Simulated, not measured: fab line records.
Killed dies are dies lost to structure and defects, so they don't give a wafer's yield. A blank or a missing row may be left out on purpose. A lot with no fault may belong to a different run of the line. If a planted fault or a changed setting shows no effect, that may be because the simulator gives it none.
Which tool did it?    flow sfq_line    Sampling: 14 lots, 42 wafers, 5 of 325 route steps

== WHAT EACH GAUGE READ, for each wafer ==
The record holds no reading of a measuring or inspecting step that can be judged against a usual standard deviation.

== WHAT TOOL EACH LOT RAN ON (gives the tool, then ch and the chambers of the sampled wafers, and finally the start) ==
lot   SFQ_TRILAYER_L0_STRIP_STRIP_009   SFQ_TRILAYER_M1_LITHO_COAT_044     SFQ_TRILAYER_M1_BARC_OPEN_METAL_ETCH_054  SFQ_TRILAYER_M3_BARC_OPEN_METAL_ETCH_100  SFQ_TRILAYER_M4_STRIP_STRIP_097
L369  rie_metal-01 ch 1, day 4 14:03    litho_track-02 ch 0, day 16 17:39  rie_metal-02 ch 0,1, day 22 19:01         rie_metal-01 ch 0,1, day 46 23:15         rie_metal-03 ch 1, day 47 11:05
L374  rie_metal-02 ch 0,1, day 5 20:03  litho_track-02 ch 0, day 19 03:22  rie_metal-04 ch 0,1, day 25 13:51         rie_metal-04 ch 0,1, day 50 03:07         rie_metal-03 ch 1, day 56 17:10
L376  rie_metal-02 ch 0,1, day 6 01:05  litho_track-02 ch 0, day 19 20:52  rie_metal-02 ch 0,1, day 26 10:50         rie_metal-02 ch 0,1, day 50 12:58         rie_metal-04 ch 0,1, day 57 00:34
L381  rie_metal-02 ch 0,1, day 6 09:15  litho_track-04 ch 0, day 21 00:43  rie_metal-02 ch 0,1, day 27 16:49         rie_metal-01 ch 0,1, day 52 02:08         rie_metal-04 ch 0,1, day 58 03:10
L382  rie_metal-04 ch 0,1, day 6 10:27  litho_track-04 ch 0, day 21 02:35  rie_metal-01 ch 0,1, day 27 18:01         rie_metal-02 ch 0, day 52 04:32           rie_metal-03 ch 0,1, day 58 07:58
L383  rie_metal-04 ch 1, day 7 07:48    litho_track-02 ch 0, day 22 19:04  rie_metal-01 ch 0,1, day 29 07:11         rie_metal-04 ch 0, day 53 04:32           rie_metal-03 ch 0,1, day 58 23:34
L384  rie_metal-01 ch 0,1, day 7 11:25  litho_track-02 ch 0, day 22 22:45  rie_metal-02 ch 0,1, day 29 10:48         rie_metal-01 ch 0,1, day 53 06:58         rie_metal-03 ch 0,1, day 59 04:34
L385  rie_metal-04 ch 0,1, day 7 18:25  litho_track-02 ch 0, day 23 14:18  rie_metal-02 ch 0,1, day 30 02:12         rie_metal-02 ch 0, day 54 02:19           rie_metal-01 ch 0, day 60 01:58
L386  rie_metal-04 ch 0,1, day 8 02:30  litho_track-01 ch 0, day 24 03:36  rie_metal-04 ch 0,1, day 30 10:37         rie_metal-04 ch 0,1, day 54 22:33         rie_metal-01 ch 0,1, day 60 16:41
L387  rie_metal-04 ch 0,1, day 8 07:06  litho_track-02 ch 0, day 24 15:27  rie_metal-01 ch 0,1, day 30 20:12         rie_metal-04 ch 0,1, day 56 05:44         rie_metal-03 ch 0,1, day 61 18:53
L388  rie_metal-04 ch 0, day 8 12:01    litho_track-04 ch 0, day 25 00:03  rie_metal-02 ch 0,1, day 31 03:24         rie_metal-04 ch 0,1, day 56 20:35         rie_metal-01 ch 0,1, day 62 14:08
L389  rie_metal-04 ch 0, day 8 20:25    litho_track-04 ch 0, day 25 18:40  rie_metal-01 ch 1, day 31 19:06           rie_metal-04 ch 0,1, day 57 03:47         rie_metal-04 ch 0,1, day 63 00:55
L390  rie_metal-01 ch 0,1, day 9 04:42  litho_track-01 ch 0, day 26 01:55  rie_metal-04 ch 0,1, day 31 21:24         rie_metal-02 ch 1, day 57 04:59           rie_metal-01 ch 1, day 63 02:29
L391  rie_metal-04 ch 0,1, day 9 16:54  litho_track-04 ch 0, day 27 00:05  rie_metal-01 ch 0,1, day 32 13:02         rie_metal-02 ch 0,1, day 57 09:20         rie_metal-03 ch 0,1, day 63 06:31
- SFQ_TRILAYER_L0_STRIP_STRIP_009: strips in O2.
- SFQ_TRILAYER_M1_LITHO_COAT_044: resist thk 62 nm.
- SFQ_TRILAYER_M1_BARC_OPEN_METAL_ETCH_054: etches BARC in O2, target depth 125 nm, time 41.7 s.
- SFQ_TRILAYER_M3_BARC_OPEN_METAL_ETCH_100: etches BARC in O2, target depth 125 nm, time 41.7 s.
- SFQ_TRILAYER_M4_STRIP_STRIP_097: strips in O2.

== WHAT THE TOOLS THEMSELVES READ (means of the sampled wafers that have a number; where no wafer has one, the mark that the record gives instead) ==
SFQ_TRILAYER_L0_STRIP_STRIP_009. Usual: drypump_motor_current_A 6.1 A, standard deviation 0.45; oes_product_au 0.999 a.u., standard deviation 0.01.
lot   tool          drypump_motor_current_A (A)  oes_product_au (a.u.)  flag
L369  rie_metal-01  5.6                          0.997                  
L374  rie_metal-02  5.9                          0.998                  
L376  rie_metal-02  5.9                          0.995                  
L381  rie_metal-02  5.9                          0.995                  
L382  rie_metal-04  6.6                          0.996                  
L383  rie_metal-04  6.6                          0.989                  
L384  rie_metal-01  5.5                          0.993                  
L385  rie_metal-04  6.5                          1.004                  
L386  rie_metal-04  6.6                          0.999                  
L387  rie_metal-04  6.5                          1.002                  
L388  rie_metal-04  6.5                          1.010                  
L389  rie_metal-04  6.4                          1.009                  
L390  rie_metal-01  5.4                          0.997                  
L391  rie_metal-04  6.5                          1.008                  

SFQ_TRILAYER_M1_LITHO_COAT_044. Usual: dispense_pressure_kPa 48 kPa, standard deviation 6; resist_line_temp_C 22.99 C, standard deviation 0.099; spin_speed_rpm 2999.9 rpm, standard deviation 2.1.
lot   tool            dispense_pressure_kPa (kPa)  resist_line_temp_C (C)  spin_speed_rpm (rpm)  flag
L369  litho_track-02  41                           23.05                   3001.0                
L374  litho_track-02  41                           23.10                   3000.1                
L376  litho_track-02  41                           22.88                   3000.3                
L381  litho_track-04  55                           23.07                   3001.3                
L382  litho_track-04  55                           22.86                   3000.4                
L383  litho_track-02  41                           23.05                   2998.0                
L384  litho_track-02  41                           22.99                   3000.1                
L385  litho_track-02  41                           22.95                   2999.9                
L386  litho_track-01  49                           23.09                   2999.4                
L387  litho_track-02  41                           22.94                   2998.7                
L388  litho_track-04  55                           23.00                   2998.3                
L389  litho_track-04  55                           22.99                   2999.9                
L390  litho_track-01  49                           22.90                   3001.0                
L391  litho_track-04  55                           23.03                   3001.5                

SFQ_TRILAYER_M1_BARC_OPEN_METAL_ETCH_054. Usual: bias_w 79.96 W, standard deviation 0.24; drypump_motor_current_A 5.9 A, standard deviation 0.44; oes_product_au 0.686 a.u., standard deviation 0.0046.
lot   tool          bias_w (W)  drypump_motor_current_A (A)  oes_product_au (a.u.)  flag
L369  rie_metal-02  80.17       5.8                          0.688                  
L374  rie_metal-04  79.56       6.5                          0.710                  OFF
L376  rie_metal-02  79.93       5.9                          0.700                  OFF
L381  rie_metal-02  79.94       5.9                          0.688                  
L382  rie_metal-01  80.14       5.5                          0.681                  
L383  rie_metal-01  80.02       5.5                          0.688                  
L384  rie_metal-02  80.01       5.8                          0.681                  
L385  rie_metal-02  79.84       5.9                          0.688                  
L386  rie_metal-04  80.08       6.5                          0.687                  
L387  rie_metal-01  79.67       5.5                          0.688                  
L388  rie_metal-02  80.01       5.8                          0.685                  
L389  rie_metal-01  79.80       5.6                          0.689                  
L390  rie_metal-04  79.80       6.6                          0.688                  
L391  rie_metal-01  80.03       5.5                          0.690                  

SFQ_TRILAYER_M3_BARC_OPEN_METAL_ETCH_100. Usual: bias_w 80.02 W, standard deviation 0.25; drypump_motor_current_A 6.0 A, standard deviation 0.45; oes_product_au 0.686 a.u., standard deviation 0.0044.
lot   tool          bias_w (W)  drypump_motor_current_A (A)  oes_product_au (a.u.)  flag
L369  rie_metal-01  80.08       5.4                          0.684                  
L374  rie_metal-04  79.78       6.5                          0.685                  
L376  rie_metal-02  79.94       5.9                          0.684                  
L381  rie_metal-01  80.05       5.5                          0.684                  
L382  rie_metal-02  80.15       6.1                          0.682                  
L383  rie_metal-04  79.94       6.4                          0.683                  
L384  rie_metal-01  80.08       5.5                          0.687                  
L385  rie_metal-02  80.00       6.1                          0.686                  
L386  rie_metal-04  80.21       6.5                          0.685                  
L387  rie_metal-04  80.11       6.6                          0.688                  
L388  rie_metal-04  80.25       6.6                          0.688                  
L389  rie_metal-04  80.14       6.5                          0.688                  
L390  rie_metal-02  80.09       5.6                          0.683                  
L391  rie_metal-02  79.98       5.7                          0.688                  

SFQ_TRILAYER_M4_STRIP_STRIP_097. Usual: drypump_motor_current_A 6.0 A, standard deviation 0.44; oes_product_au 1.000 a.u., standard deviation 0.008.
lot   tool          drypump_motor_current_A (A)  oes_product_au (a.u.)  flag
L369  rie_metal-03  6.0                          1.022                  
L374  rie_metal-03  6.1                          1.004                  
L376  rie_metal-04  6.6                          0.999                  
L381  rie_metal-04  6.6                          1.002                  
L382  rie_metal-03  6.1                          1.000                  
L383  rie_metal-03  6.3                          1.004                  
L384  rie_metal-03  6.2                          1.002                  
L385  rie_metal-01  5.4                          0.992                  
L386  rie_metal-01  5.5                          0.996                  
L387  rie_metal-03  6.2                          1.000                  
L388  rie_metal-01  5.5                          0.994                  
L389  rie_metal-04  6.5                          1.004                  
L390  rie_metal-01  5.6                          0.993                  
L391  rie_metal-03  6.3                          1.003                  

== THE ANSWER, worked out from the rows above alone ==
Rule: lot off if the mean of its wafers having a number is beyond 3 standard deviations from the usual mean. A lot without any number at a reading at which 4 lots or more have one is off too. Any other lot the step has rows for is counted as sound. After the gauges, taken in route order, come the tools' own readings; for these a lot's mean is taken, as printed above. At the first step where some lot is off, the reading lying furthest off is the one used; lots without a number count as furthest.
Off: L374, L376, at SFQ_TRILAYER_M1_BARC_OPEN_METAL_ETCH_054 (oes_product_au).
If a tool, at that step or one of the process steps before it, ran each lot that is off and ran no sound lot following the first of them, it fits. None of those tried fits.

== WHAT WAS PUT IN BY THE SIMULATOR ==
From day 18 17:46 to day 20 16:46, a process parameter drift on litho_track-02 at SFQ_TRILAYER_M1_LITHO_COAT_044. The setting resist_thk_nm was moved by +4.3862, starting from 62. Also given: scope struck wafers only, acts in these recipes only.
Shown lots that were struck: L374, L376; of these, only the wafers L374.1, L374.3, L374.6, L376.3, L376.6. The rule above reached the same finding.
